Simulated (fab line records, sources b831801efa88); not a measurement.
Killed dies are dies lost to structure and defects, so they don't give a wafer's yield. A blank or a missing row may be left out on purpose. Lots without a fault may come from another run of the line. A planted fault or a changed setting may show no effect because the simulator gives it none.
One fault seen from 2 desks | flow gf180mcu | each desk has only its own numbers; what lay behind them comes last

THE TOOL OWNER'S DESK: pvd_sputter-01
The tool's own readings at GF_MIM_SPUTTER_08 (material AlCu, target thk 200 nm, time 10.6 s): means of the sampled wafers that have a number, for each lot that ran on this tool. A lot is out of limits, marked OUT, if its mean lies more than 4 standard deviations from the usual mean; the brackets give that distance.
Columns: A = throttle_valve_pct at GF_MIM_SPUTTER_08, usual 29.8 %
lot  | first seen here | A
L635 | day 25 01:33    | 29.5
L640 | day 26 23:40    | 30.1
L644 | day 28 07:07    | 29.5
L646 | day 28 15:55    | 31.2
This desk's finding: nothing out of limits on any of the 4 lots.

THE METROLOGY DESK
What the gauges read, lot by lot, whatever tool the lot ran on: means of the sampled wafers that have a number. A lot is out of limits, marked OUT, if its mean lies more than 4 standard deviations from the usual mean; the brackets give that distance.
Columns: A = V4_CVD_02_THK at GF_V4_THK_MEAS_03, usual 848 nm; B = MIM_ALCU_RS at GF_MIM_RS_MEAS_10, usual 0.1602 ohm/sq; C = MIM_ALCU_THK at GF_MIM_THK_MEAS_11, usual 197.0 nm
lot  | first seen here | A   | B      | C
L635 | day 24 01:13    | 852 | 0.1596 | 199.1
L639 | day 25 17:17    | 831 | 0.1583 | 199.2
L640 | day 26 01:16    | 862 | 0.1615 | 194.5
L644 | day 27 09:05    | 851 | 0.1586 | 199.0
L645 | day 27 12:34    | 851 | 0.1616 | 195.9
L646 | day 27 17:33    | 855 | 0.1571 | 201.3
L649 | day 28 13:13    | 850 | 0.1578 | 201.3
L650 | day 28 19:04    | 841 | 0.1614 | 195.4
L654 | day 30 04:22    | 852 | 0.1581 | 199.1
L655 | day 30 10:23    | 831 | 0.1594 | 198.4
This desk's finding: nothing out of limits on any of the 10 lots.

PUT TOGETHER
The tool owner's desk saw nothing out of limits.
The metrology desk saw nothing out of limits.

WHAT THE SIMULATOR HAD PUT IN
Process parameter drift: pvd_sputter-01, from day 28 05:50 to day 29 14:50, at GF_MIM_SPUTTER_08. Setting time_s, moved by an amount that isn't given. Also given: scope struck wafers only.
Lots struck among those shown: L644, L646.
